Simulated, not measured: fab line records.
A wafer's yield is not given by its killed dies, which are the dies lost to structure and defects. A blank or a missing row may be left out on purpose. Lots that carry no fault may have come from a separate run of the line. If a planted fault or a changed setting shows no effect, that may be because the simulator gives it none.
fab line records -- flow sfqLine
[record] lots = 15, wafers = 42, lastDay = 95
route steps=325 shown I0@43 M1@59 M2@100 I3@133
lots that met no fault: from a run of the same line without faults
startH: the number of hours between the record's first day and the start of the first shown wafer of the lot -- waitH: hours elapsed since this lot's preceding step -- " identical to the entry in the row above -- L1.1+2: one row covering several wafers at once -- - value missing, or start not given -- * or withheld: withheld -- < > ~ a bound
route shown NAME@n: names a module that has steps shown in the file, with the first one's number in the route -- usual: mean/standard deviation taken from wafers without a fault -- same: alike in all rows -- chamber/n: place in a boat -- sites: the reading at each site -- _std_site: their standard deviation -- _edge_site: the outer-site mean with the inner-site mean subtracted -- radiusMm: for every site, how far away it sits from the centre of the wafer -- mask NAME#n: copy n -- behind: tool/chamber where the wafer was last shaped -- hold: why the lot went on hold/how many hours it stayed there/how the hold came to an end -- device: the transistor (n, p or np) that didn't switch -- end of line: the same wafers' tests at the end of the route -- a step given without rows: its recipe and nothing more -- killed: count of dies lost to structure and defects at first sort (not the wafer's yield) -- map: a wafer's dies, x killed, . not, _ none there
set.NAME: the setting the step ran with; set.NAME@STEP: the setting that earlier step ran with -- model.NAME: the simulator's own value behind a step, which no gauge read
a sample of lots followed through the steps of the route, with each step as a table and each wafer as a row
services: a tool's chamber out of use, with start hour (startH, from the record's first day; less than 0 if before it), hours out, and reason
[[steps]]
[step SFQ_TRILAYER_I0_DEP_PECVD_027]
[recipe] material = SiO2, tempC = 150, timeS = 111.11, pressureTorr = 2.4, rfW = 183.3, precursor = SiH4/N2O, targetThkNm = 500
[usual] heaterPowerW = 90/9, throttleValvePct = 24.5/0.96
lot.wafer,tool,chamber,startH,waitH,heaterPowerW,throttleValvePct
L796.1,pecvd-03,1,260.47,0.0,94,23.8
L796.4,pecvd-03,2,260.47,0.0,83,25.3
L796.5,pecvd-03,1,260.47,0.0,97,23.7
L798.1,pecvd-04,2,276.05,0.0,92,25.3
L798.4,pecvd-04,0,276.05,0.0,103,24.0
L798.6,pecvd-04,2,276.05,0.0,77,25.1
L799.1,pecvd-03,2,285.65,0.0,76,24.8
L799.3,pecvd-03,1,285.65,0.0,96,23.8
L799.5,pecvd-03,2,285.65,0.0,77,25.0
L801.4,pecvd-04,2,314.61,0.0,92,25.3
L801.5,pecvd-04,1,314.61,0.0,79,25.2
L801.6,pecvd-04,0,314.61,0.0,83,24.0
L802.1,pecvd-04,2,326.16,0.0,90,25.3
L802.3,pecvd-04,0,326.16,0.0,103,24.0
L802.5,pecvd-04,2,326.16,0.0,91,25.1
L803.3,pecvd-03,2,333.78,0.0,73,24.8
L803.4,pecvd-03,2,333.78,0.0,75,25.2
L803.6,pecvd-03,0,333.78,0.0,87,26.2
L804.2,pecvd-01,2,346.98,0.0,91,22.7
L804.5,pecvd-01,2,346.98,0.0,98,22.8
L804.6,pecvd-01,1,346.98,0.0,101,23.9
L806.1,pecvd-04,0,367.26,0.0,97,24.0
L806.2,pecvd-04,1,367.26,0.0,80,25.5
L806.3,pecvd-04,2,367.26,0.0,92,25.5
L807.1,pecvd-03,0,376.86,0.0,105,26.5
L807.2,pecvd-03,2,376.86,0.0,81,25.4
L807.3,pecvd-03,1,376.86,0.0,94,24.1
L808.1,pecvd-03,1,389.66,0.0,97,24.1
L808.4,pecvd-03,1,389.66,0.0,95,24.4
L808.5,pecvd-03,2,389.66,0.0,84,25.3
L810.1,pecvd-04,1,399.19,0.0,74,25.3
L810.5,pecvd-04,1,399.19,0.0,80,25.4
L812.1,pecvd-04,1,410.39,0.0,86,25.3
L812.2,pecvd-04,2,410.39,0.0,92,25.7
L814.2,pecvd-04,2,424.91,0.0,95,25.7
L814.4,pecvd-04,1,424.91,0.0,71,25.7
L817.2,pecvd-01,2,466.38,0.0,107,23.0
L817.3,pecvd-01,0,466.38,0.0,83,23.7
L817.4,pecvd-01,2,466.38,0.0,93,23.2
L819.2,pecvd-01,0,486.56,0.0,81,24.1
L819.4,pecvd-01,2,486.56,0.0,106,23.5
L819.5,pecvd-01,1,486.56,0.0,89,24.7
[step SFQ_TRILAYER_M1_DEP_SPUTTER_037]
[recipe] material = Nb, basePressurePa = 1.33e-06, chamberPressurePa = 0.1333, substrateTempC = 20, resputterCathodeVoltageV = 400, targetThkNm = 200, powerW = 2000, timeS = 133.3
[usual] resputterCathodeVoltageV = 400/4.1, throttleValvePct = 30.3/1
lot.wafer,tool,chamber,startH,waitH,resputterCathodeVoltageV,throttleValvePct
L796.1,pvdSputter-03,-,394.79,0.0,407,29.9
L796.4,pvdSputter-03,-,394.79,0.0,406,30.1
L796.5,pvdSputter-03,-,394.79,0.0,396,30.0
L798.1,pvdSputter-04,-,414.71,0.0,404,30.4
L798.4,pvdSputter-04,-,414.71,0.0,406,29.9
L798.6,pvdSputter-04,-,414.71,0.0,408,29.6
L799.1,pvdSputter-05,-,427.51,0.0,393,31.4
L799.3,pvdSputter-05,-,427.51,0.0,404,28.0
L799.5,pvdSputter-05,-,427.51,0.0,401,27.9
L801.4,pvdSputter-03,-,463.84,0.0,400,30.1
L801.5,pvdSputter-03,-,463.84,0.0,400,30.9
L801.6,pvdSputter-03,-,463.84,0.0,394,31.1
L802.1,pvdSputter-04,-,472.16,0.0,393,29.8
L802.3,pvdSputter-04,-,472.16,0.0,403,30.7
L802.5,pvdSputter-04,-,472.16,0.0,389,29.8
L803.3,pvdSputter-04,-,483.14,0.0,399,29.3
L803.4,pvdSputter-04,-,483.14,0.0,404,29.7
L803.6,pvdSputter-04,-,483.14,0.0,397,29.1
L804.2,pvdSputter-04,-,497.36,0.0,396,30.5
L804.5,pvdSputter-04,-,497.36,0.0,403,30.4
L804.6,pvdSputter-04,-,497.36,0.0,401,29.4
L806.1,pvdSputter-04,-,525.56,0.0,406,29.6
L806.2,pvdSputter-04,-,525.56,0.0,403,29.2
L806.3,pvdSputter-04,-,525.56,0.0,400,30.4
L807.1,pvdSputter-05,-,539.50,0.0,395,27.8
L807.2,pvdSputter-05,-,539.50,0.0,403,31.6
L807.3,pvdSputter-05,-,539.50,0.0,400,31.1
L808.1,pvdSputter-03,-,553.70,0.0,404,30.1
L808.4,pvdSputter-03,-,553.70,0.0,396,29.8
L808.5,pvdSputter-03,-,553.70,0.0,401,29.7
L810.1,pvdSputter-03,-,565.81,0.0,398,29.9
L810.5,pvdSputter-03,-,565.81,0.0,398,31.0
L812.1,pvdSputter-03,-,580.90,0.0,395,30.1
L812.2,pvdSputter-03,-,580.90,0.0,394,31.2
L814.2,pvdSputter-03,-,591.70,0.0,392,29.9
L814.4,pvdSputter-03,-,591.70,0.0,393,31.0
L817.2,pvdSputter-05,-,627.70,0.0,397,28.0
L817.3,pvdSputter-05,-,627.70,0.0,399,31.5
L817.4,pvdSputter-05,-,627.70,0.0,400,31.0
L819.2,pvdSputter-05,-,651.83,0.0,396,31.1
L819.4,pvdSputter-05,-,651.83,0.0,402,31.4
L819.5,pvdSputter-05,-,651.83,0.0,400,27.8
[step SFQ_M1_RS_MEAS_909]
[recipe] thkMeasGauge = four-point-probe, reads = Nb_of_TRILAYER_M1_DEP_SPUTTER_037
[usual] M1_NB_RS = 0.893/0.01
lot.wafer,tool,chamber,startH,waitH,M1_NB_RS[ohm/sq]
L796.1,filmMetro-03,-,394.88,0.0,0.894
L796.4,filmMetro-03,-,394.88,0.0,0.887
L796.5,filmMetro-03,-,394.88,0.0,0.895
L798.1,filmMetro-03,-,414.80,0.0,0.900
L798.4,filmMetro-03,-,414.80,0.0,0.887
L798.6,filmMetro-03,-,414.80,0.0,0.894
L799.1,filmMetro-04,-,427.60,0.0,0.903
L799.3,filmMetro-04,-,427.60,0.0,0.898
L799.5,filmMetro-04,-,427.60,0.0,0.898
L801.4,filmMetro-03,-,463.99,0.1,0.893
L801.5,filmMetro-03,-,463.99,0.1,0.888
L801.6,filmMetro-03,-,463.99,0.1,0.891
L802.1,filmMetro-04,-,472.25,0.0,0.897
L802.3,filmMetro-04,-,472.25,0.0,0.899
L802.5,filmMetro-04,-,472.25,0.0,0.892
L803.3,filmMetro-04,-,483.27,0.1,0.900
L803.4,filmMetro-04,-,483.27,0.1,0.901
L803.6,filmMetro-04,-,483.27,0.1,0.895
L804.2,filmMetro-03,-,497.47,0.1,0.890
L804.5,filmMetro-03,-,497.47,0.1,0.878
L804.6,filmMetro-03,-,497.47,0.1,0.879
L806.1,filmMetro-03,-,525.65,0.0,0.906
L806.2,filmMetro-03,-,525.65,0.0,0.896
L806.3,filmMetro-03,-,525.65,0.0,0.892
L807.1,filmMetro-02,-,539.59,0.0,0.882
L807.2,filmMetro-02,-,539.59,0.0,0.885
L807.3,filmMetro-02,-,539.59,0.0,0.876
L808.1,filmMetro-02,-,553.79,0.0,0.904
L808.4,filmMetro-02,-,553.79,0.0,0.899
L808.5,filmMetro-02,-,553.79,0.0,0.905
L810.1,filmMetro-02,-,565.90,0.0,1.486
L810.5,filmMetro-02,-,565.90,0.0,0.890
L812.1,filmMetro-03,-,580.99,0.0,1.478
L812.2,filmMetro-03,-,580.99,0.0,1.449
L814.2,filmMetro-04,-,591.81,0.1,1.556
L814.4,filmMetro-04,-,591.81,0.1,0.915
L817.2,filmMetro-04,-,627.81,0.1,0.884
L817.3,filmMetro-04,-,627.81,0.1,0.899
L817.4,filmMetro-04,-,627.81,0.1,0.884
L819.2,filmMetro-04,-,651.94,0.1,0.893
L819.4,filmMetro-04,-,651.94,0.1,0.897
L819.5,filmMetro-04,-,651.94,0.1,0.907
[step SFQ_TRILAYER_M1_ETCH_METAL_ETCH_042]
[recipe] target = Nb, stopOn = SiO2, maskMaterial = PR, chemistry = Cl2/Ar, targetDepthNm = 240, icpW = 600, biasW = 80, pressureMtorr = 10, timeS = 120
[usual] biasW = 80.05/0.25, chamberPressureMTorr = 10.000/0.01, drypumpMotorCurrentA = 5.6/0.36, oesProductAu = 0.892/0.0073
lot.wafer,tool,chamber,startH,waitH,biasW,chamberPressureMTorr,drypumpMotorCurrentA,oesProductAu,rfHoursCounterH
L796.1,rieMetal-02,0,552.99,0.0,80.27,10.013,5.3,0.888,69
L796.4,rieMetal-02,1,552.99,0.0,79.97,10.011,6.4,0.893,-
L796.5,rieMetal-02,0,552.99,0.0,80.38,10.005,5.3,0.892,-
L798.1,rieMetal-03,1,581.21,0.0,80.08,10.001,5.8,0.888,31
L798.4,rieMetal-03,0,581.21,0.0,79.76,9.971,5.5,0.894,-
L798.6,rieMetal-03,1,581.21,0.0,80.23,10.004,5.8,0.900,-
L799.1,rieMetal-01,1,589.61,0.0,80.14,10.013,5.4,0.887,2
L799.3,rieMetal-01,0,589.61,0.0,80.58,9.995,5.4,0.897,-
L799.5,rieMetal-01,0,589.61,0.0,80.17,9.982,5.4,0.880,-
L801.4,rieMetal-02,1,622.05,0.1,80.54,9.990,6.5,0.892,-
L801.5,rieMetal-02,0,622.05,0.1,79.81,9.997,5.3,0.897,-
L801.6,rieMetal-02,1,622.05,0.1,80.29,9.998,6.5,0.900,-
L802.1,rieMetal-01,1,630.62,0.1,79.99,9.995,5.4,0.892,6
L802.3,rieMetal-01,1,630.62,0.1,80.05,9.990,5.4,0.886,-
L802.5,rieMetal-01,1,630.62,0.1,79.82,9.985,5.4,0.897,-
L803.3,rieMetal-02,1,641.25,0.1,79.98,9.997,6.4,0.894,-
L803.4,rieMetal-02,0,641.25,0.1,79.91,10.002,5.3,0.895,-
L803.6,rieMetal-02,0,641.25,0.1,80.08,9.999,5.3,0.898,-
L804.2,rieMetal-02,0,654.53,0.0,80.20,10.003,5.3,0.892,85
L804.5,rieMetal-02,1,654.53,0.0,80.21,9.997,6.5,0.901,-
L804.6,rieMetal-02,0,654.53,0.0,79.87,9.992,5.3,0.896,-
L806.1,rieMetal-03,0,685.79,0.1,79.83,10.011,5.5,0.888,69
L806.2,rieMetal-03,0,685.79,0.1,79.93,9.998,5.5,0.885,-
L806.3,rieMetal-03,0,685.79,0.1,79.96,10.003,5.5,0.893,-
L807.1,rieMetal-01,1,697.73,0.0,80.19,9.993,5.4,0.902,19
L807.2,rieMetal-01,0,697.73,0.0,79.98,9.991,5.3,0.905,94
L807.3,rieMetal-01,1,697.73,0.0,79.96,9.994,5.4,0.903,-
L808.1,rieMetal-01,1,712.68,0.0,80.41,9.989,5.4,0.885,20
L808.4,rieMetal-01,1,712.68,0.0,80.22,9.984,5.4,0.882,-
L808.5,rieMetal-01,1,712.68,0.0,80.33,9.991,5.4,0.877,-
L810.1,rieMetal-03,1,722.28,0.0,80.52,9.998,5.8,0.687,45
L810.5,rieMetal-03,1,722.28,0.0,80.30,9.993,5.8,0.893,-
L812.1,rieMetal-01,1,740.16,0.0,80.18,9.976,5.4,0.691,23
L812.2,rieMetal-01,0,740.16,0.0,79.97,9.986,5.3,0.695,99
L814.2,rieMetal-01,0,753.72,0.0,79.63,9.997,5.4,0.671,101
L814.4,rieMetal-01,0,753.72,0.0,79.83,10.016,5.4,0.882,-
L817.2,rieMetal-01,0,783.95,0.0,80.49,9.994,5.4,0.900,104
L817.3,rieMetal-01,0,783.95,0.0,79.98,9.997,5.4,0.894,-
L817.4,rieMetal-01,1,783.95,0.0,80.22,10.003,5.4,0.899,-
L819.2,rieMetal-03,1,805.55,0.0,79.91,9.985,5.8,0.888,53
L819.4,rieMetal-03,1,805.55,0.0,79.68,9.980,5.8,0.888,-
L819.5,rieMetal-03,0,805.55,0.0,79.61,9.997,5.5,0.885,-
[step SFQ_TRILAYER_M2_ETCH_METAL_ETCH_060]
[recipe] target = Nb, stopOn = SiO2, maskMaterial = PR, chemistry = Cl2/Ar, targetDepthNm = 240, icpW = 600, biasW = 80, pressureMtorr = 10, timeS = 120
[usual] biasW = 80.01/0.27, chamberPressureMTorr = 10.001/0.009, drypumpMotorCurrentA = 5.5/0.39, oesProductAu = 0.897/0.0068
lot.wafer,tool,chamber,startH,waitH,biasW,chamberPressureMTorr,drypumpMotorCurrentA,oesProductAu,rfHoursCounterH
L796.1,rieMetal-04,0,719.88,0.0,80.10,9.998,5.3,0.894,35
L796.4,rieMetal-04,1,719.88,0.0,79.53,10.001,5.2,0.896,-
L796.5,rieMetal-04,1,719.88,0.0,79.85,10.018,5.1,0.889,-
L798.1,rieMetal-02,0,754.92,0.0,79.55,9.995,5.3,0.906,97
L798.4,rieMetal-02,1,754.92,0.0,79.41,10.002,6.4,0.908,-
L798.6,rieMetal-02,1,754.92,0.0,79.32,10.003,6.4,0.904,-
L799.1,rieMetal-04,1,760.92,0.0,80.64,9.997,5.2,0.904,55
L799.3,rieMetal-04,0,760.92,0.0,80.24,10.005,5.3,0.898,-
L799.5,rieMetal-04,1,760.92,0.0,80.42,10.006,5.2,0.901,-
L801.4,rieMetal-04,1,787.59,0.1,80.01,10.005,5.2,0.900,-
L801.5,rieMetal-04,1,787.59,0.1,80.09,10.004,5.1,0.899,-
L801.6,rieMetal-04,0,787.59,0.1,80.10,10.007,5.3,0.899,-
L802.1,rieMetal-02,0,793.55,0.0,80.12,9.991,5.3,0.885,101
L802.3,rieMetal-02,0,793.55,0.0,80.15,10.008,5.3,0.888,-
L802.5,rieMetal-02,1,793.55,0.0,79.99,10.005,6.4,0.885,-
L803.3,rieMetal-03,1,849.99,0.1,79.96,9.995,5.8,0.912,-
L803.4,rieMetal-03,0,849.99,0.1,80.38,10.003,5.5,0.890,-
L803.6,rieMetal-03,0,849.99,0.1,80.53,10.012,5.5,0.901,-
L804.2,rieMetal-03,0,852.35,0.0,80.07,10.016,5.5,0.894,92
L804.5,rieMetal-03,1,852.35,0.0,80.11,10.003,5.8,0.890,-
L804.6,rieMetal-03,0,852.35,0.0,80.02,10.016,5.5,0.899,-
L806.1,rieMetal-04,1,855.95,0.0,80.33,10.018,5.2,0.894,71
L806.2,rieMetal-04,0,855.95,0.0,79.89,10.007,5.3,0.882,57
L806.3,rieMetal-04,1,855.95,0.0,80.51,9.999,5.2,0.896,-
L807.1,rieMetal-04,1,860.75,0.0,79.66,9.997,5.1,0.904,72
L807.2,rieMetal-04,0,860.75,0.0,80.25,10.012,5.2,0.901,58
L807.3,rieMetal-04,1,860.75,0.0,79.79,9.994,5.2,0.898,-
L808.1,rieMetal-04,1,874.74,0.1,80.23,10.001,5.2,0.904,74
L808.4,rieMetal-04,1,874.74,0.1,79.93,10.005,5.2,0.898,-
L808.5,rieMetal-04,1,874.74,0.1,79.96,9.993,5.2,0.902,-
L810.1,rieMetal-03,1,885.48,0.0,80.15,10.005,5.8,0.901,68
L810.5,rieMetal-03,0,885.48,0.0,79.97,9.990,5.5,0.901,-
L812.1,rieMetal-04,0,903.48,0.0,79.79,9.999,5.3,0.911,60
L812.2,rieMetal-04,1,903.48,0.0,79.59,10.015,5.2,0.905,78
L814.2,rieMetal-04,1,932.45,0.0,80.13,10.002,5.2,0.891,83
L814.4,rieMetal-04,1,932.45,0.0,80.03,10.017,5.2,0.903,-
L817.2,rieMetal-03,0,944.45,0.0,80.16,10.000,5.5,0.891,104
L817.3,rieMetal-03,0,944.45,0.0,79.81,10.002,5.5,0.893,-
L817.4,rieMetal-03,1,944.45,0.0,80.18,10.000,5.8,0.894,-
L819.2,rieMetal-02,0,961.25,0.0,80.11,10.007,5.3,0.905,127
L819.4,rieMetal-02,1,961.25,0.0,79.97,10.007,6.5,0.901,-
L819.5,rieMetal-02,0,961.25,0.0,80.38,9.997,5.3,0.902,-
[step SFQ_TRILAYER_I3_DEP_PECVD_081]
[recipe] material = SiO2, tempC = 150, timeS = 111.11, pressureTorr = 2.4, rfW = 183.3, precursor = SiH4/N2O, targetThkNm = 500
[usual] heaterPowerW = 93/12, throttleValvePct = 25.1/1.6
lot.wafer,tool,chamber,startH,waitH,heaterPowerW,throttleValvePct
L796.1,pecvd-04,1,1010.40,0.0,89,24.2
L796.4,pecvd-04,2,1010.40,0.0,104,22.2
L796.5,pecvd-04,0,1010.40,0.0,114,23.5
L798.1,pecvd-04,0,1037.58,0.0,105,23.4
L798.4,pecvd-04,1,1037.58,0.0,73,24.5
L798.6,pecvd-04,0,1037.58,0.0,108,23.4
L799.1,pecvd-04,2,1044.70,0.0,99,22.4
L799.3,pecvd-04,1,1044.70,0.0,90,24.3
L799.5,pecvd-04,0,1044.70,0.0,106,23.6
L801.4,pecvd-03,2,1069.94,0.0,84,26.6
L801.5,pecvd-03,1,1069.94,0.0,90,25.5
L801.6,pecvd-03,0,1069.94,0.0,91,27.7
L802.1,pecvd-03,2,1075.90,0.0,72,26.7
L802.3,pecvd-03,0,1075.90,0.0,105,27.8
L802.5,pecvd-03,0,1075.90,0.0,88,27.6
L803.3,pecvd-04,2,1123.53,0.0,100,22.6
L803.4,pecvd-04,2,1123.53,0.0,104,22.6
L803.6,pecvd-04,0,1123.53,0.0,96,23.4
L804.2,pecvd-03,0,1124.74,0.0,97,27.5
L804.5,pecvd-03,2,1124.74,0.0,81,26.6
L804.6,pecvd-03,0,1124.74,0.0,98,27.6
L806.1,pecvd-04,2,1133.13,0.0,98,22.7
L806.2,pecvd-04,1,1133.13,0.0,82,24.6
L806.3,pecvd-04,0,1133.13,0.0,99,23.6
L807.1,pecvd-03,2,1135.53,0.0,77,27.0
L807.2,pecvd-03,1,1135.53,0.0,92,25.5
L807.3,pecvd-03,0,1135.53,0.0,94,27.9
L808.1,pecvd-03,0,1146.33,0.0,98,27.9
L808.4,pecvd-03,2,1146.33,0.0,81,26.4
L808.5,pecvd-03,0,1146.33,0.0,101,27.6
L810.1,pecvd-03,2,1167.37,0.0,87,26.7
L810.5,pecvd-03,2,1167.37,0.0,73,26.8
L812.1,pecvd-04,1,1182.55,0.0,77,24.7
L812.2,pecvd-04,0,1182.55,0.0,114,23.6
L814.2,pecvd-03,1,1205.83,0.0,84,25.4
L814.4,pecvd-03,1,1205.83,0.0,91,25.5
L817.2,pecvd-04,1,1217.82,0.0,89,24.5
L817.3,pecvd-04,1,1217.82,0.0,88,24.8
L817.4,pecvd-04,0,1217.82,0.0,103,23.9
L819.2,pecvd-04,1,1231.02,0.0,74,24.8
L819.4,pecvd-04,1,1231.02,0.0,77,24.5
L819.5,pecvd-04,0,1231.02,0.0,111,23.6
[[services]]
tool,chamber,startH,hours,kind
pecvd-04,-,283.86,3.4,repair
pecvd-03,-,321.34,0.3,repair
pecvd-03,-,358.48,1.6,repair
pecvd-04,-,381.83,5.5,pm
pecvd-04,1,426.57,39.2,repair
pecvd-03,1,441.61,4.6,repair
pecvd-04,-,462.36,1.4,repair
pecvd-03,-,489.60,0.5,repair
pecvd-03,-,525.65,5.5,pm
pecvd-03,2,641.80,6.9,repair
pecvd-03,-,654.18,4.3,pm
pecvd-04,0,699.70,1.8,repair
pecvd-04,-,701.31,0.9,repair
pecvd-03,2,714.56,9.4,repair
pecvd-03,-,751.67,0.8,repair
pecvd-04,-,754.97,2.5,repair
pecvd-03,-,847.46,12.9,repair
pecvd-04,-,855.30,3.2,repair
pecvd-04,-,933.25,14.0,pm
pecvd-04,-,941.31,0.3,repair
pecvd-04,2,991.05,2.8,repair
pecvd-04,0,1088.48,7.0,repair
pecvd-04,-,1145.13,2.8,pm
pecvd-04,2,1205.38,25.7,repair
[[key]]
[firstSign] step = SFQ_M1_RS_MEAS_909, reading = M1_NB_RS, direction = up, sigmas = 57, usual = 0.893, struck = 1.492
[effect] step = SFQ_TRILAYER_M1_ETCH_METAL_ETCH_042, reading = oesProductAu, direction = down, sigmas = 28, usual = 0.892, struck = 0.686
metAt SFQ_TRILAYER_M1_DEP_SPUTTER_037
struckLots L810,L812,L814
struckWafers L810.1,L812.1,L812.2,L814.2
notActingAt SFQ_TRILAYER_I0_DEP_PECVD_027,SFQ_TRILAYER_M2_ETCH_METAL_ETCH_060,SFQ_TRILAYER_I3_DEP_PECVD_081
onsetBetween 553.70 565.81
[fault] kind = processParameterDrift, tool = pvdSputter-03, chamber = -, onsetH = 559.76, steps = SFQ_TRILAYER_M1_DEP_SPUTTER_037, channel = targetThkNm, offset = -77.668, shape = step, endH = 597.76, scope = struckWafersOnly, actsIn = theseRecipesOnly, stated = 200
